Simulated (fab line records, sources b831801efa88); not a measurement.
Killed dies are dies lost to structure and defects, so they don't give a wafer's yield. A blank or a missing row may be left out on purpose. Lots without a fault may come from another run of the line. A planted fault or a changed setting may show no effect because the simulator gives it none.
Which tool did it? | flow gf180mcu | 7 lots, 21 wafers sampled, at 2 steps of a route of 602

WHAT THE GAUGES READ, wafer by wafer
GF_VT_IMPLANT_TW_MEAS_43.
lot  | measured     | on            | VT_IMPLANT_4_TW
L387 | day 7 18:53  | film_metro-02 | 687 688 685
L392 | day 9 02:44  | film_metro-01 | 675 679 675
L395 | day 10 02:34 | film_metro-03 | 691 693 693
L398 | day 10 20:04 | film_metro-02 | 740 735 736 734 735 736
L405 | day 13 00:03 | film_metro-01 | 676 680 676
L407 | day 13 13:08 | film_metro-01 | 678 676 675
L409 | day 14 01:48 | film_metro-03 | 689 689 692

WHICH TOOL RAN EACH LOT (tool, then ch and the chambers of the sampled wafers, then the start)
lot  | GF_VT_IMPLANT_IMPLANT_41
L387 | implanter-04 ch 0, day 7 18:40
L392 | implanter-01 ch 0, day 9 02:31
L395 | implanter-03 ch 0, day 10 02:19
L398 | implanter-03 ch 0, day 10 19:50
L405 | implanter-01 ch 0, day 12 23:50
L407 | implanter-01 ch 0, day 13 12:54
L409 | implanter-04 ch 0, day 14 01:36
- GF_VT_IMPLANT_IMPLANT_41

THE ANSWER, worked out from the rows above alone
Rule: what is usual is taken from the lots themselves. Put in order of their means at a reading, lots are off if they are a third of the lots or fewer, leave a main group of 4 or more, and stand apart from it by a gap of 3 or more times the standard deviation of the main group's means; of several such gaps the widest counts. A main group whose means are all the same, to the digits that the tables above print for the reading, isn't used. A lot without any number at a reading at which 4 lots or more have one is off too. The other lots that the step has rows for count as sound.
Off: L398, at GF_VT_IMPLANT_TW_MEAS_43 (VT_IMPLANT_4_TW). The main group: mean 683, standard deviation 6.7.
A tool fits if, at a process step before that reading, it ran every lot that is off, and no sound lot after the first of them. The gauges at GF_VT_IMPLANT_TW_MEAS_43 are tried like those tools. Can't be told from this: 2 tools fit, implanter-03 at GF_VT_IMPLANT_IMPLANT_41, film_metro-02 at GF_VT_IMPLANT_TW_MEAS_43.

WHAT THE SIMULATOR HAD PUT IN
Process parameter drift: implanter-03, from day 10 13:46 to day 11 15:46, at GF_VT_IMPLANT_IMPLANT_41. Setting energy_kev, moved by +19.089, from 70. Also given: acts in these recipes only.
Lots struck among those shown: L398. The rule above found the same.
